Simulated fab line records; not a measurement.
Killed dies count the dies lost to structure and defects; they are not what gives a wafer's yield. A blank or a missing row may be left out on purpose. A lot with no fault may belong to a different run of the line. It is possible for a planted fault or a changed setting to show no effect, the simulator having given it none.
The tool behind it: which one? | flow gf180mcu | 12 lots, 36 wafers sampled, at 3 steps of a route of 602

## WHAT THE GAUGES READ, wafer by wafer
GF_V3_BOW_MEAS_05.
lot  | measured     | on            | V3_BOW (um)
L075 | day 21 08:44 | film_metro-04 | 120 108 116
L077 | day 22 03:35 | film_metro-03 | 108 111 112
L079 | day 23 01:46 | film_metro-04 | 109 114 116
L081 | day 23 23:53 | film_metro-04 | 128 117 118
L083 | day 25 05:29 | film_metro-03 | 130 121 119
L085 | day 25 21:52 | film_metro-02 | 111 117 111
L087 | day 26 08:10 | film_metro-02 | 111 121 133
L088 | day 26 19:27 | film_metro-02 | 115 123 118
L092 | day 27 12:53 | film_metro-04 | 107 111 121
L093 | day 28 03:46 | film_metro-04 | 96 117 112
L095 | day 28 09:16 | film_metro-03 | 109 111 103
L097 | day 28 22:45 | film_metro-04 | 120 106 118

## TOOL THAT RAN EACH LOT (tool first, then ch and the chambers of the sampled wafers, then the start)
lot  | GF_V2_CVD_02                    | GF_M3_SPUTTER_04
L075 | pecvd-04 ch 0,2, day 19 05:08   | pvd_sputter-04, day 20 07:07
L077 | pecvd-01 ch 1,2, day 20 00:50   | pvd_sputter-01, day 21 02:52
L079 | pecvd-02 ch 1,2, day 20 22:46   | pvd_sputter-02, day 22 00:53
L081 | pecvd-02 ch 0,1, day 21 22:35   | pvd_sputter-04, day 22 23:44
L083 | pecvd-02 ch 0,2, day 23 05:28   | pvd_sputter-04, day 24 06:19
L085 | pecvd-02 ch 1,2, day 23 22:51   | pvd_sputter-02, day 24 22:43
L087 | pecvd-01 ch 0,2, day 24 09:32   | pvd_sputter-02, day 25 09:10
L088 | pecvd-04 ch 0,2, day 24 21:40   | pvd_sputter-04, day 25 21:26
L092 | pecvd-02 ch 0,1,2, day 25 14:15 | pvd_sputter-02, day 26 14:16
L093 | pecvd-02 ch 1,2, day 26 08:37   | pvd_sputter-01, day 27 06:56
L095 | pecvd-01 ch 0,1, day 26 13:10   | pvd_sputter-04, day 27 12:40
L097 | pecvd-01 ch 0,2, day 27 03:27   | pvd_sputter-02, day 28 01:54
- GF_V2_CVD_02: deposits SiO2 from TEOS, target thk 850 nm, time 94.851 s.
- GF_M3_SPUTTER_04: material TiN, target thk 50 nm, time 41.7 s.

## THE ANSWER, worked out from the rows above alone
Rule: what is usual is taken from the lots themselves. The widest of any qualifying gaps counts: lots, ordered by their means at a reading, are off when they make up no more than a third of the lots, leave a main group of 4 or more, and stand apart from it by 3 or more times the standard deviation of that group's means. The tables above print the reading to a certain number of digits; a main group whose means all agree to those digits is not used. Also off: a lot with no number at a reading for which 4 or more lots have one. Any other lot the step has rows for is counted as sound.
No lot is off at any reading shown: from this, nothing can be told.

## WHAT THE SIMULATOR HAD INSERTED
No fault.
